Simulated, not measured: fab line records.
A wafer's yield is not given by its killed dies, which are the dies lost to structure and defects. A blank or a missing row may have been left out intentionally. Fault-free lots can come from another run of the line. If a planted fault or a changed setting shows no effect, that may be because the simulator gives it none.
fab line records	flow sky130
record lots=5	wafers=15	last-day=50
route steps=708 shown METAL4@629 VIA4@639 METAL5@661 PAD_OPEN@708
lots untouched by any fault: they come from a run of this same line in which no faults occurred
start-h: hours from the record's first day to the start of the lot's first wafer shown	wait-h: how many hours have passed since the lot's step before this one	" same as the row above	L1.1+2: a row that stands for several wafers	- value missing, or start not given	* or withheld: withheld	< > ~ a bound
route shown NAME@n: NAME is a module with steps in the file, n the number in the route of the first one	usual: mean and standard deviation over wafers with no fault	same: alike in all rows	chamber/n: place in a boat	sites: each site's reading	_std_site: standard deviation across them	_edge_site: the outer-site mean with the inner-site mean subtracted	radius-mm: how far each site lies from the wafer's centre	mask NAME#n: copy n	behind: tool/chamber where the wafer was last shaped	hold: reason for holding the lot/hours on hold/outcome of the hold	device: the n, p or np transistor that did not switch	end of line: at the end of the route, the tests of the same wafers	a step given without rows: its recipe and nothing more	killed: at the first sort, the dies lost to defects and structure; wafer yield is something else	map: a wafer's dies, marking killed ones x, the rest . and places with no die _
set.NAME: setting as actually run; set.NAME@STEP: the setting as run at that earlier step	model.NAME: the simulator's own value behind a step, which no gauge read
certain route steps with their lots: each step a table, each wafer a row
services: when a tool's chamber went out of use (start-h, in hours from the record's first day, below 0 if earlier), for how many hours, and the reason
## steps
# step SKY_METAL4_CD_MEAS_13
# recipe target-cd-nm=300
# usual cd-nm=300.2/1.3
lot.wafer	tool	chamber	start-h	wait-h	cd-nm
L792.1	cd-sem-01	-	1007.83	-	300.1
L792.3	"	-	"	"	300.6
L792.4	"	-	"	"	300.6
L795.1	cd-sem-02	-	1030.78	-	300.9
L795.3	"	-	"	"	299.9
L795.4	"	-	"	"	300.9
L803.2	cd-sem-01	-	1073.28	-	300.3
L803.5	"	-	"	"	300.2
L803.6	"	-	"	"	300.1
L810.1	cd-sem-02	-	1111.18	-	301.6
L810.3	"	-	"	"	303.0
L810.5	"	-	"	"	302.0
L812.1	cd-sem-01	-	1123.61	-	300.2
L812.5	"	-	"	"	300.3
L812.6	"	-	"	"	301.0
# step SKY_METAL4_OVL_MEAS_14
# usual METAL4_OVL=2/5.7
lot.wafer	tool	chamber	start-h	wait-h	METAL4_OVL[nm]
L792.1	overlay-02	-	1007.95	0.1	-1
L792.3	"	-	"	"	-4
L792.4	"	-	"	"	-3
L795.1	overlay-02	-	1030.90	0.1	-2
L795.3	"	-	"	"	4
L795.4	"	-	"	"	-1
L803.2	overlay-01	-	1073.39	0.1	2
L803.5	"	-	"	"	-2
L803.6	"	-	"	"	-3
L810.1	overlay-02	-	1111.30	0.1	3
L810.3	"	-	"	"	9
L810.5	"	-	"	"	11
L812.1	overlay-01	-	1123.73	0.1	-1
L812.5	"	-	"	"	9
L812.6	"	-	"	"	10
# step SKY_METAL4_DESCUM_15
# recipe chemistry=O2	source-power-w=150	bias-power-w=0	pressure-mtorr=10	temp-c=40	time-s=8
# step SKY_METAL4_ETCH_16
# recipe chemistry=N2/H2	target=BARC	ion-energy-ev=200	bias-w=100	pressure-mtorr=30	n2-flow-sccm=100	h2-flow-sccm=200	icp-w=500	stop-on=SiO2	time-s=88.2	target-depth-a=600
# step SKY_METAL4_ETCH_17
# recipe target=SiO2	stop-on=TiN	chemistry=C4F8/O2/Ar	source-w=1500	bias-w=1200	pressure-mtorr=40	c4f8-flow-sccm=withheld	O2_flow_sccm=6	Ar_flow_sccm=300	time-s=3.9	target-depth-a=150
# step SKY_METAL4_METAL_ETCH_18
# recipe target-depth-a=8450	stop-on=SiO2	over-etch-frac=0.3	time-s=183.1	chemistry=Cl2/BCl3	resist-sidewall-deg=88	pressure-mtorr=10	icp-w=900	bias-w=48.5	Cl2_flow_sccm=60	bcl3-flow-sccm=30
# usual bcl3-flow-sccm=30.00/0.093	drypump-motor-current-A=5.7/0.51	oes-product-au=0.867/0.0069	throttle-valve-pct=22.265/0.0099
# same over-etch-frac=0.3
lot.wafer	tool	chamber	start-h	wait-h	bcl3-flow-sccm	drypump-motor-current-A	oes-product-au	rf-hours-counter-h	throttle-valve-pct
L792.1	rie-metal-04	1	1008.14	0.0	29.80	5.8	0.869	21	22.266
L792.3	"	1	"	"	29.98	5.8	0.861	-	22.255
L792.4	"	0	"	"	29.97	5.7	0.872	-	22.256
L795.1	rie-metal-04	1	1031.09	0.0	30.08	5.8	0.864	22	22.262
L795.3	"	1	"	"	29.96	5.8	0.879	-	22.262
L795.4	"	0	"	"	29.91	5.7	0.871	-	22.269
L803.2	rie-metal-04	1	1073.57	0.0	29.94	5.8	0.866	25	22.284
L803.5	"	1	"	"	29.97	5.8	0.861	-	22.273
L803.6	"	0	"	"	30.10	5.7	0.871	-	22.274
L810.1	rie-metal-01	0	1111.49	0.0	30.03	5.4	0.854	18	22.273
L810.3	"	0	"	"	30.02	5.5	0.861	-	22.278
L810.5	"	1	"	"	30.10	6.6	0.855	-	22.276
L812.1	rie-metal-04	1	1123.92	0.0	29.96	5.8	0.881	3	22.265
L812.5	"	1	"	"	29.92	5.8	0.869	-	22.275
L812.6	"	0	"	"	29.99	5.7	0.880	-	22.255
# step SKY_METAL4_STRIP_19
# recipe chemistry=O2/N2	power-w=1400	pressure-mtorr=1500	platen-temp-c=withheld	o2-flow-sccm=3000	n2-flow-sccm=300	overash-fraction=0.5
# step SKY_METAL4_STRIP_20
# recipe chemistry=post-etch-residue-remover	time-s=1200	temp-c=72.5
# step SKY_METAL4_CLEAN_21
# recipe chemistry=IPA	time-s=180	temp-c=25
# step SKY_METAL4_CLEAN_22
# recipe chemistry=O3/DIW	dry=n2-spin
# step SKY_VIA4_HDPCVD_00
# recipe material=SiO2	target-thk-nm=1750	sigma-open-frac=0.3	time-s=291.7	temp-c=400	sih4-flow-sccm=60	pressure-mtorr=6
# step SKY_VIA4_THK_MEAS_01
# recipe reads=SiO2_of_VIA4_HDPCVD_00
# usual VIA4_HDPCVD_THK=1749/16
lot.wafer	tool	chamber	start-h	wait-h	VIA4_HDPCVD_THK[nm]
L792.1	film-metro-02	-	1009.27	0.2	1756
L792.3	"	-	"	"	1751
L792.4	"	-	"	"	1727
L795.1	film-metro-04	-	1032.03	0.1	1742
L795.3	"	-	"	"	1737
L795.4	"	-	"	"	1763
L803.2	film-metro-02	-	1074.56	0.1	1724
L803.5	"	-	"	"	1756
L803.6	"	-	"	"	1724
L810.1	film-metro-04	-	1112.43	0.1	1753
L810.3	"	-	"	"	1749
L810.5	"	-	"	"	1750
L812.1	film-metro-02	-	1124.86	0.1	1753
L812.5	"	-	"	"	1751
L812.6	"	-	"	"	1729
# step SKY_VIA4_CMP_02
# recipe material=SiO2	down-force-psi=4	platen-rpm=60	pad-velocity-m-s=0.94248
# usual motor-current-A=11.8/1.2	platen-rpm=60.00/0.04
lot.wafer	tool	chamber	start-h	wait-h	motor-current-A	platen-rpm	model.SiO2_of_VIA4_HDPCVD_00.thk-nm
L792.4	cmp-02	0	1009.33	0.0	12.7	59.94	581.1
L792.1	"	1	"	"	13.8	59.88	580.6
L792.3	"	2	"	"	9.7	60.01	578.9
L795.4	cmp-01	3	1032.09	0.0	13.4	60.01	577.7
L795.3	"	0	"	"	11.8	59.99	578.7
L795.1	"	2	"	"	11.5	59.95	580.1
L803.2	cmp-02	0	1074.71	0.1	13.2	59.98	582.6
L803.6	"	2	"	"	9.2	60.05	638.6
L803.5	"	3	"	"	11.0	59.98	581.9
L810.3	cmp-01	0	1112.54	0.1	11.7	59.97	579.8
L810.1	"	2	"	"	11.0	59.95	581.1
L810.5	"	3	"	"	12.5	59.97	579
L812.1	cmp-01	0	1124.92	0.1	12.2	60.02	580.1
L812.5	"	0	"	"	11.7	60.04	578.9
L812.6	"	1	"	"	11.2	59.93	577.7
# step SKY_VIA4_BOW_MEAS_03
# recipe mode=bow
# usual VIA4_BOW=78/7.2
lot.wafer	tool	chamber	start-h	wait-h	VIA4_BOW[um]
L792.1	film-metro-01	-	1009.63	0.2	76
L792.3	"	-	"	"	81
L792.4	"	-	"	"	73
L795.1	film-metro-01	-	1032.39	0.1	79
L795.3	"	-	"	"	83
L795.4	"	-	"	"	78
L803.2	film-metro-04	-	1074.93	0.2	75
L803.5	"	-	"	"	84
L803.6	"	-	"	"	93
L810.1	film-metro-04	-	1112.79	0.1	66
L810.3	"	-	"	"	77
L810.5	"	-	"	"	74
L812.1	film-metro-01	-	1125.22	0.2	66
L812.5	"	-	"	"	81
L812.6	"	-	"	"	80
# step SKY_VIA4_DEHYDRATE_04
# recipe temp-c=200	time-s=60
# step SKY_VIA4_HMDS_05
# recipe prime-time-s=60	prime-temp-c=120
# step SKY_VIA4_COAT_06
# recipe resist=NOVOLAK	spin-rpm=3000	resist-thk-nm=1140
# step SKY_VIA4_SOFTBAKE_07
# recipe temp-c=90	time-s=60	resist=NOVOLAK
# step SKY_VIA4_EXPOSE_08
# recipe mask-id=VIM4	na=0.6	source-shape=conventional	sigma-outer=0.6	polarization=unpolarized	target-cd-nm=800	dose-mj=132
# step SKY_VIA4_PEB_09
# recipe temp-c=withheld	time-s=*	resist=NOVOLAK
# step SKY_VIA4_DEVELOP_10
# recipe resist=NOVOLAK	developer=TMAH	develop-time-s=60	dev-temp-c=23
# step SKY_VIA4_OVL_MEAS_11
# usual VIA4_OVL=-0.1/1.4
lot.wafer	tool	chamber	start-h	wait-h	VIA4_OVL[nm]
L792.1	overlay-02	-	1032.70	0.1	0.3
L792.3	"	-	"	"	-0.3
L792.4	"	-	"	"	-0.3
L795.1	overlay-02	-	1053.90	0.1	2.2
L795.3	"	-	"	"	2.7
L795.4	"	-	"	"	3.6
L803.2	overlay-01	-	1095.31	0.1	0.7
L803.5	"	-	"	"	-0.3
L803.6	"	-	"	"	0.4
L810.1	overlay-02	-	1132.20	0.1	-1.7
L810.3	"	-	"	"	0.1
L810.5	"	-	"	"	-0.9
L812.1	overlay-02	-	1144.33	0.1	0.4
L812.5	"	-	"	"	1.0
L812.6	"	-	"	"	0.5
# step SKY_VIA4_ETCH_12
# recipe target=SiO2	chemistry=C4F8/O2/Ar	stop-on=TiN	mask-material=NOVOLAK	source-w=1500	bias-w=1200	pressure-mtorr=40	c4f8-flow-sccm=withheld	O2_flow_sccm=6	Ar_flow_sccm=300	time-s=withheld	target-depth-a=5800
# usual oes-product-au=0.926/0.0047
lot.wafer	tool	chamber	start-h	wait-h	oes-product-au	model.VIA4.feature-depth-nm	model.etch.depth-nm
L792.1	rie-diel-03	2	1032.73	0.0	0.930	580.6	580.6
L792.3	"	0	"	"	0.922	578.9	578.9
L792.4	"	1	"	"	0.927	581.1	581.1
L795.1	rie-diel-03	3	1053.93	0.0	0.912	580.1	580.1
L795.3	"	2	"	"	0.923	578.7	578.7
L795.4	"	0	"	"	0.929	577.7	577.7
L803.2	rie-diel-03	2	1095.34	0.0	0.922	582.6	582.6
L803.5	"	2	"	"	0.921	581.9	581.9
L803.6	"	1	"	"	0.976	638.6	638.6
L810.1	rie-diel-03	1	1132.24	0.0	0.930	581.1	581.1
L810.3	"	0	"	"	0.936	579.8	579.8
L810.5	"	2	"	"	0.920	579	579
L812.1	rie-diel-04	0	1144.37	0.0	0.925	580.1	580.1
L812.5	"	1	"	"	0.927	578.9	578.9
L812.6	"	2	"	"	0.929	577.7	577.7
# step SKY_VIA4_STRIP_13
# recipe chemistry=O2/N2	power-w=1400	pressure-mtorr=1500	platen-temp-c=withheld	o2-flow-sccm=3000	n2-flow-sccm=300	overash-fraction=0.5
# step SKY_VIA4_STRIP_14
# recipe chemistry=post-etch-residue-remover	time-s=1200	temp-c=72.5
# step SKY_VIA4_CLEAN_15
# recipe chemistry=IPA	time-s=180	temp-c=25
# step SKY_VIA4_CLEAN_16
# recipe chemistry=O3/DIW	dry=n2-spin
# step SKY_VIA4_SPUTTER_17
# recipe material=TiN	target-thk-nm=20	chamber-pressure-pa=5	power-w=4000	time-s=80
# step SKY_VIA4_CVD_18
# recipe material=W	target-thk-nm=505	time-s=152.14	temp-c=400	pressure-torr=40
# step SKY_VIA4_RS_MEAS_19
# recipe thk-meas-gauge=four-point-probe	reads=W_of_VIA4_CVD_18+TiN_of_VIA4_SPUTTER_17
# usual VIA4_W_RS=0.2271/0.0023
lot.wafer	tool	chamber	start-h	wait-h	VIA4_W_RS[ohm/sq]
L792.1	film-metro-02	-	1033.61	0.1	0.2312
L792.3	"	-	"	"	0.2314
L792.4	"	-	"	"	0.2316
L795.1	film-metro-02	-	1054.81	0.1	0.2276
L795.3	"	-	"	"	0.2265
L795.4	"	-	"	"	0.2270
L803.2	film-metro-04	-	1096.36	0.1	0.2292
L803.5	"	-	"	"	0.2274
L803.6	"	-	"	"	0.2253
L810.1	film-metro-04	-	1133.33	0.3	0.2281
L810.3	"	-	"	"	0.2291
L810.5	"	-	"	"	0.2281
L812.1	film-metro-04	-	1145.25	0.1	0.2261
L812.5	"	-	"	"	0.2262
L812.6	"	-	"	"	0.2280
# step SKY_VIA4_THK_MEAS_20
# recipe thk-meas-gauge=xrf	reads=W_of_VIA4_CVD_18
# usual VIA4_W_THK=486/7.5
lot.wafer	tool	chamber	start-h	wait-h	VIA4_W_THK[nm]
L792.1	film-metro-02	-	1033.73	0.1	474
L792.3	"	-	"	"	473
L792.4	"	-	"	"	474
L795.1	film-metro-02	-	1054.93	0.1	483
L795.3	"	-	"	"	486
L795.4	"	-	"	"	484
L803.2	film-metro-04	-	1096.47	0.1	480
L803.5	"	-	"	"	484
L803.6	"	-	"	"	487
L810.1	film-metro-04	-	1133.45	0.1	476
L810.3	"	-	"	"	473
L810.5	"	-	"	"	477
L812.1	film-metro-04	-	1145.37	0.1	481
L812.5	"	-	"	"	482
L812.6	"	-	"	"	475
# step SKY_VIA4_CMP_21
# recipe stop-on=SiO2	t-overpolish-s=25	down-force-psi=3.5	platen-rpm=60	target-thk-nm=0	pad-velocity-m-s=0.94248
# step SKY_METAL5_SPUTTER_00
# recipe material=Ti	target-thk-nm=15	power-w=3000	time-s=10	chamber-pressure-pa=0.4
# usual cathode-dc-power-W=3000.0/0.51	throttle-valve-pct=29.8/0.74
lot.wafer	tool	chamber	start-h	wait-h	cathode-dc-power-W	throttle-valve-pct
L792.1	pvd-sputter-02	-	1034.09	0.1	3000.1	30.6
L792.3	"	-	"	"	3000.3	29.6
L792.4	"	-	"	"	3000.8	28.9
L795.1	pvd-sputter-01	-	1055.32	0.2	2999.8	30.9
L795.3	"	-	"	"	2999.5	29.2
L795.4	"	-	"	"	2999.9	29.0
L803.2	pvd-sputter-02	-	1096.98	0.1	3000.4	29.7
L803.5	"	-	"	"	3000.5	29.7
L803.6	"	-	"	"	3000.1	30.7
L810.1	pvd-sputter-02	-	1133.89	0.1	2999.1	28.5
L810.3	"	-	"	"	2999.7	31.0
L810.5	"	-	"	"	2999.5	30.0
L812.1	pvd-sputter-02	-	1145.79	0.1	2999.6	30.9
L812.5	"	-	"	"	2999.9	29.9
L812.6	"	-	"	"	3000.3	29.8
# step SKY_METAL5_SPUTTER_01
# recipe material=TiN	target-thk-nm=20	power-w=6500	time-s=16.7	chamber-pressure-pa=0.4
# usual cathode-dc-power-W=6500.1/1.2	throttle-valve-pct=29.8/0.73
lot.wafer	tool	chamber	start-h	wait-h	cathode-dc-power-W	throttle-valve-pct
L792.1	pvd-sputter-02	-	1034.11	0.0	6498.7	31.0
L792.3	"	-	"	"	6498.8	30.0
L792.4	"	-	"	"	6500.9	29.1
L795.1	pvd-sputter-01	-	1055.34	0.0	6500.1	31.1
L795.3	"	-	"	"	6500.3	29.2
L795.4	"	-	"	"	6497.7	28.8
L803.2	pvd-sputter-02	-	1097.00	0.0	6498.0	29.8
L803.5	"	-	"	"	6500.7	29.8
L803.6	"	-	"	"	6500.9	30.6
L810.1	pvd-sputter-02	-	1133.91	0.0	6499.9	28.8
L810.3	"	-	"	"	6501.6	31.1
L810.5	"	-	"	"	6500.1	29.5
L812.1	pvd-sputter-02	-	1145.81	0.0	6498.8	31.0
L812.5	"	-	"	"	6500.4	30.1
L812.6	"	-	"	"	6500.5	30.0
# step SKY_METAL5_SPUTTER_02
# recipe material=AlCu	target-thk-nm=1150	power-w=10600	time-s=61.2	chamber-pressure-pa=0.4
# usual cathode-dc-power-W=10600/2.2	throttle-valve-pct=29.8/0.74
lot.wafer	tool	chamber	start-h	wait-h	cathode-dc-power-W	throttle-valve-pct
L792.1	pvd-sputter-02	-	1034.14	0.0	10602	30.8
L792.3	"	-	"	"	10602	29.5
L792.4	"	-	"	"	10600	28.7
L795.1	pvd-sputter-01	-	1055.37	0.0	10600	31.0
L795.3	"	-	"	"	10601	29.2
L795.4	"	-	"	"	10601	28.8
L803.2	pvd-sputter-02	-	1097.03	0.0	10602	29.8
L803.5	"	-	"	"	10600	29.7
L803.6	"	-	"	"	10602	30.9
L810.1	pvd-sputter-02	-	1133.94	0.0	10602	28.6
L810.3	"	-	"	"	10601	30.9
L810.5	"	-	"	"	10602	29.9
L812.1	pvd-sputter-02	-	1145.83	0.0	10602	30.9
L812.5	"	-	"	"	10602	29.8
L812.6	"	-	"	"	10601	29.6
# step SKY_METAL5_SPUTTER_03
# recipe material=Ti	target-thk-nm=5	power-w=3000	time-s=3.3	chamber-pressure-pa=0.4
# step SKY_METAL5_SPUTTER_04
# recipe material=TiN	target-thk-nm=70	power-w=6500	time-s=58.3	chamber-pressure-pa=0.4
# usual cathode-dc-power-W=6500.1/1.2	throttle-valve-pct=29.8/0.74
lot.wafer	tool	chamber	start-h	wait-h	cathode-dc-power-W	throttle-valve-pct
L792.1	pvd-sputter-02	-	1034.21	0.0	6500.8	30.8
L792.3	"	-	"	"	6498.4	29.5
L792.4	"	-	"	"	6499.1	28.9
L795.1	pvd-sputter-01	-	1055.44	0.0	6498.8	30.8
L795.3	"	-	"	"	6501.9	29.3
L795.4	"	-	"	"	6498.7	28.9
L803.2	pvd-sputter-02	-	1097.09	0.0	6499.5	29.8
L803.5	"	-	"	"	6500.5	29.9
L803.6	"	-	"	"	6500.1	30.8
L810.1	pvd-sputter-02	-	1134.01	0.0	6499.2	28.7
L810.3	"	-	"	"	6499.2	30.8
L810.5	"	-	"	"	6500.9	30.0
L812.1	pvd-sputter-02	-	1145.90	0.0	6500.8	30.8
L812.5	"	-	"	"	6500.6	29.8
L812.6	"	-	"	"	6500.9	29.7
# step SKY_METAL5_RS_MEAS_05
# recipe thk-meas-gauge=four-point-probe	reads=TiN_of_METAL5_SPUTTER_04+Ti_of_METAL5_SPUTTER_03+AlCu_of_METAL5_SPUTTER_02+TiN_of_METAL5_SPUTTER_01+Ti_of_METAL5_SPUTTER_00
# usual METAL5_ALCU_RS=0.02721/0.00028
lot.wafer	tool	chamber	start-h	wait-h	METAL5_ALCU_RS[ohm/sq]
L792.1	film-metro-03	-	1034.26	0.0	0.02716
L792.3	"	-	"	"	0.02692
L792.4	"	-	"	"	0.02736
L795.1	film-metro-02	-	1055.49	0.0	0.02771
L795.3	"	-	"	"	0.02731
L795.4	"	-	"	"	0.02756
L803.2	film-metro-04	-	1097.16	0.0	0.02695
L803.5	"	-	"	"	0.02707
L803.6	"	-	"	"	0.02682
L810.1	film-metro-02	-	1134.05	0.0	0.02751
L810.3	"	-	"	"	0.02717
L810.5	"	-	"	"	0.02722
L812.1	film-metro-04	-	1145.95	0.0	0.02704
L812.5	"	-	"	"	0.02701
L812.6	"	-	"	"	0.02724
# step SKY_METAL5_THK_MEAS_06
# recipe thk-meas-gauge=xrf	reads=AlCu_of_METAL5_SPUTTER_02
# usual METAL5_ALCU_THK=1164/14
lot.wafer	tool	chamber	start-h	wait-h	METAL5_ALCU_THK[nm]
L792.1	film-metro-03	-	1034.38	0.1	1166
L792.3	"	-	"	"	1171
L792.4	"	-	"	"	1145
L795.1	film-metro-02	-	1055.61	0.1	1143
L795.3	"	-	"	"	1161
L795.4	"	-	"	"	1153
L803.2	film-metro-04	-	1097.27	0.1	1179
L803.5	"	-	"	"	1176
L803.6	"	-	"	"	1185
L810.1	film-metro-02	-	1134.17	0.1	1149
L810.3	"	-	"	"	1169
L810.5	"	-	"	"	1163
L812.1	film-metro-04	-	1146.07	0.1	1171
L812.5	"	-	"	"	1179
L812.6	"	-	"	"	1170
# step SKY_METAL5_DEHYDRATE_07
# recipe temp-c=200	time-s=60
# step SKY_METAL5_HMDS_08
# recipe prime-time-s=60	prime-temp-c=120
# step SKY_METAL5_COAT_09
# recipe resist=NOVOLAK	spin-rpm=3000	resist-thk-nm=1800
# step SKY_METAL5_METAL_ETCH_15
# recipe target-depth-a=12600	stop-on=SiO2	over-etch-frac=0.2	time-s=252	chemistry=Cl2/BCl3	resist-sidewall-deg=86	pressure-mtorr=10	icp-w=900	bias-w=48.5	Cl2_flow_sccm=60	bcl3-flow-sccm=30
# usual bcl3-flow-sccm=30.00/0.091	drypump-motor-current-A=5.6/0.55	oes-product-au=0.895/0.0052	throttle-valve-pct=22.264/0.0099
# same over-etch-frac=0.2
lot.wafer	tool	chamber	start-h	wait-h	bcl3-flow-sccm	drypump-motor-current-A	oes-product-au	rf-hours-counter-h	throttle-valve-pct	model.SiO2_of_VIA4_HDPCVD_00.thk-nm
L792.1	rie-metal-02	1	1057.03	0.0	30.17	5.7	0.903	23	22.266	550.8
L792.3	"	0	"	"	29.90	4.8	0.898	-	22.262	548.1
L792.4	"	1	"	"	30.15	5.7	0.900	-	22.255	551.2
L795.1	rie-metal-03	0	1076.87	0.0	30.04	5.5	0.900	14	22.272	549.1
L795.3	"	0	"	"	30.08	5.5	0.890	-	22.276	547.7
L795.4	"	1	"	"	29.94	5.1	0.900	-	22.254	546.7
L803.2	rie-metal-02	1	1117.40	0.0	29.89	5.7	0.900	31	22.253	552.2
L803.5	"	0	"	"	30.08	4.8	0.895	-	22.250	551.2
L803.6	"	1	"	"	29.84	5.7	0.896	-	22.250	608.4
L810.1	rie-metal-02	1	1153.42	0.0	30.01	5.7	0.889	34	22.266	551.2
L810.3	"	0	"	"	30.02	4.8	0.895	-	22.254	548.8
L810.5	"	1	"	"	30.07	5.7	0.896	-	22.251	548.9
L812.1	rie-metal-02	0	1164.40	0.0	29.90	4.9	0.898	13	22.273	549.2
L812.5	"	0	"	"	29.94	4.8	0.895	-	22.283	548.2
L812.6	"	1	"	"	30.09	5.7	0.895	-	22.276	547.9
# step SKY_PAD_OPEN_PROBE_99
lot.wafer	tool	chamber	start-h	wait-h	model.etest.via4-chain.rc-ohm
L792.1	prober-01	-	1102.13	0.1	0.7851
L792.3	prober-01	-	1102.23	0.2	0.8
L792.4	prober-01	-	1102.28	0.2	0.751
L795.1	prober-01	-	1121.06	0.1	0.7949
L795.3	prober-01	-	1121.16	0.2	0.7935
L795.4	prober-01	-	1121.21	0.2	0.7941
L803.2	prober-02	-	1160.03	0.1	0.807
L803.5	prober-02	-	1160.18	0.2	0.8445
L803.6	prober-02	-	1160.23	0.2	1.271
L810.1	prober-01	-	1190.38	0.1	0.8073
L810.3	prober-01	-	1190.48	0.2	0.8053
L810.5	prober-01	-	1190.58	0.2	0.8036
L812.1	prober-01	-	1199.55	0.1	0.7904
L812.5	prober-01	-	1199.75	0.2	0.8438
L812.6	prober-01	-	1199.80	0.2	0.7626
# killed by level:class
L792.1 VIA3:geometric-particle:open=8 VIA2:geometric-particle:open=7 LI_CONTACT:geometric-particle:open=6 METAL2:geometric-particle:short=6 VIA3:geometric-particle:short=6 VIA1:geometric-particle:open=5 VIA2:geometric-particle:short=5 CONTACT:geometric-particle:open=4
L792.3 VIA3:geometric-particle:open=10 LI_CONTACT:geometric-particle:open=8 VIA1:geometric-particle:open=8 CONTACT:geometric-particle:open=6 POLY_GATE:geometric-particle:open=5 VIA1:geometric-particle:short=5 METAL2:geometric-particle:short=4 VIA2:geometric-particle:short=4
L792.4 VIA1:geometric-particle:open=14 VIA3:geometric-particle:open=8 CONTACT:geometric-particle:open=7 VIA1:geometric-particle:short=7 POLY_GATE:geometric-particle:open=5 LI_CONTACT:geometric-particle:short=5 LI_CONTACT:geometric-particle:open=5 METAL1:geometric-particle:short=4
L795.1 VIA1:geometric-particle:open=10 CONTACT:geometric-particle:open=9 METAL1:geometric-particle:short=6 LI_CONTACT:geometric-particle:open=5 VIA1:geometric-particle:short=5 METAL2:geometric-particle:short=5 LOCAL_INTERCONNECT:geometric-particle:short=4 CONTACT:geometric-particle:short=4
L795.3 VIA1:geometric-particle:open=14 VIA2:geometric-particle:open=9 CONTACT:geometric-particle:short=8 METAL3:geometric-particle:short=6 METAL1:geometric-particle:short=6 LI_CONTACT:geometric-particle:open=5 POLY_GATE:geometric-particle:short=4 CONTACT:geometric-particle:open=4
L795.4 VIA1:geometric-particle:open=10 LI_CONTACT:geometric-particle:open=9 METAL1:geometric-particle:short=9 CONTACT:geometric-particle:short=8 CONTACT:geometric-particle:open=8 VIA3:geometric-particle:open=7 METAL2:geometric-particle:short=5 METAL3:geometric-particle:short=5
L810.1 CONTACT:geometric-particle:open=10 VIA2:geometric-particle:open=9 LI_CONTACT:geometric-particle:short=6 VIA1:geometric-particle:short=6 METAL2:geometric-particle:short=5 VIA3:geometric-particle:open=5 POLY_GATE:geometric-particle:short=4 VIA1:geometric-particle:open=4
L810.3 LI_CONTACT:geometric-particle:open=11 VIA1:geometric-particle:open=8 CONTACT:geometric-particle:open=7 VIA3:geometric-particle:open=7 VIA2:geometric-particle:open=7 FIELD_ISO:geometric-particle:short=6 FIELD_ISO:geometric-particle:open=5 METAL1:geometric-particle:short=5
L810.5 CONTACT:geometric-particle:open=12 VIA2:geometric-particle:open=9 VIA1:geometric-particle:open=9 LI_CONTACT:geometric-particle:open=6 LI_CONTACT:geometric-particle:short=5 LOCAL_INTERCONNECT:geometric-particle:short=5 FIELD_ISO:geometric-particle:open=4 METAL1:geometric-particle:short=4
L812.1 VIA1:geometric-particle:open=17 VIA3:geometric-particle:open=11 VIA1:geometric-particle:short=8 LI_CONTACT:geometric-particle:open=7 CONTACT:geometric-particle:open=7 POLY_GATE:geometric-particle:open=5 METAL1:geometric-particle:short=4 LOCAL_INTERCONNECT:geometric-particle:short=4
L812.5 VIA1:geometric-particle:open=11 LI_CONTACT:geometric-particle:open=9 POLY_GATE:geometric-particle:short=7 CONTACT:geometric-particle:short=7 CONTACT:geometric-particle:open=7 FIELD_ISO:geometric-particle:open=5 POLY_GATE:geometric-particle:open=5 VIA1:geometric-particle:short=5
L812.6 VIA1:geometric-particle:open=16 CONTACT:geometric-particle:open=15 VIA3:geometric-particle:open=6 LI_CONTACT:geometric-particle:short=6 VIA2:geometric-particle:open=6 LI_CONTACT:geometric-particle:open=5 METAL2:geometric-particle:short=5 METAL3:geometric-particle:short=4
## services
tool	chamber	start-h	hours	kind
rie-diel-04	1	993.94	7.2	repair
rie-diel-04	-	999.06	0.7	repair
rie-metal-04	0	1019.67	4.6	repair
rie-metal-03	-	1024.43	2.8	pm
rie-diel-03	-	1073.55	1.0	repair
rie-diel-03	3	1076.25	5.1	repair
cmp-02	-	1077.02	0.2	repair
cmp-02	-	1077.90	8.1	repair
rie-metal-02	0	1078.38	8.6	repair
rie-metal-04	1	1078.42	-	clean
rie-metal-04	1	1078.42	14.0	scheduled-down
rie-metal-03	-	1078.87	28.1	pm
rie-metal-04	-	1079.31	11.2	repair
cmp-01	-	1084.00	4.0	pm
rie-diel-03	3	1089.13	3.1	repair
pvd-sputter-01	-	1090.49	6.5	repair
rie-diel-04	-	1093.27	2.8	pm
rie-diel-04	0	1096.57	10.3	repair
cmp-02	-	1100.85	0.6	repair
rie-diel-04	-	1120.64	0.1	repair
cmp-02	-	1141.46	1.6	repair
rie-metal-03	1	1150.47	14.4	repair
rie-diel-03	2	1155.58	18.0	repair
rie-metal-03	-	1157.84	1.4	pm
## key
first-sign step=SKY_VIA4_ETCH_12	reading=oes-product-au	direction=up	sigmas=11	usual=0.926	struck=0.976
effect none on later readings
model-effect step=SKY_VIA4_CMP_02	value=SiO2_of_VIA4_HDPCVD_00.thk-nm	without=580.6	struck=638.6
model-effect step=SKY_VIA4_ETCH_12	value=VIA4.feature-depth-nm	without=580.6	struck=638.6
model-effect step=SKY_METAL5_METAL_ETCH_15	value=SiO2_of_VIA4_HDPCVD_00.thk-nm	without=550.4	struck=608.4
model-effect step=SKY_PAD_OPEN_PROBE_99	value=etest.via4-chain.rc-ohm	without=0.7846	struck=1.271
met-at SKY_VIA4_CMP_02
struck-wafers L803.6
sort-left-out L803.6
onset-between 1009.33 1074.71
fault kind=process-parameter-drift	tool=cmp-02	chamber=-	onset-h=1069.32	steps=SKY_VIA4_CMP_02	channel=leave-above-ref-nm	offset=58	shape=step	end-h=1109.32	scope=struck-wafers-only	acts-in=these-recipes-only	stated=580
# sort-left-out: the simulated sort isn't trusted on such a fault, so these wafers' sort isn't shown, and their yield isn't known
